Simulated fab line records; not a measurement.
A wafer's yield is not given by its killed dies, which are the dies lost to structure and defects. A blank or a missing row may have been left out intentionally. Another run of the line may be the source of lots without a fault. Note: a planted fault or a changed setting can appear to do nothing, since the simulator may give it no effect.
Matching of chambers | flow sky130 | SKY_CONTACT_CVD_00 on pecvd-02: 3 sister chambers
The step deposits Si3N4, target thk 75 nm. 14 wafers are shown with their chamber, then 7 later ones without.

## WAFERS, EACH WITH ITS CHAMBER
wafer  | chamber | heater-power-w (W)
L076.1 | 0       | 1004
L076.2 | 1       | 743
L076.5 | 2       | 855
L078.3 | 1       | 702
L078.4 | 1       | 717
L078.6 | 0       | 980
L081.3 | 2       | 898
L081.5 | 2       | 737
L081.6 | 0       | 929
L086.1 | 1       | 734
L086.3 | 0       | 948
L086.6 | 1       | 730
L089.2 | 0       | 1010
L089.5 | 0       | 978

SIGNATURES, as means of the wafers listed above
reading        | chamber 0 | chamber 1 | chamber 2 | scatter within a chamber
heater-power-w | 974.83    | 725.20    | 830.00    | 42.5
Rule: for a wafer and a chamber, the distance is found by dividing, reading by reading, the gap between the wafer's reading and the chamber's mean by the reading's scatter, squaring, summing and taking the root. The wafer belongs to the nearest chamber; if the next one is less than 2 further off, it can't be placed. The scatter: take each reading less its chamber's mean, square it, sum over the shown wafers, divide by the number of wafers less the number of chambers, and take the root.

## WAFERS WITH NO CHAMBER GIVEN
wafer  | heater-power-w (W)
L089.6 | 712
L092.2 | 760
L092.4 | 752
L092.5 | 962
L096.1 | 1028
L096.2 | 803
L096.6 | 726

## WHICH CHAMBER EACH ONE RAN IN
wafer  | from the rows above     | in truth
L089.6 | 1                       | 1
L092.2 | can't be placed: 1 or 2 | 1
L092.4 | can't be placed: 1 or 2 | 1
L092.5 | 0                       | 0
L096.1 | 0                       | 0
L096.2 | can't be placed: 2 or 1 | 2
L096.6 | 1                       | 1
Correct placement for 4 of the 7. Can't be placed from these rows: 3 (the true chamber is among the candidates in 3). Number placed wrongly: 0.
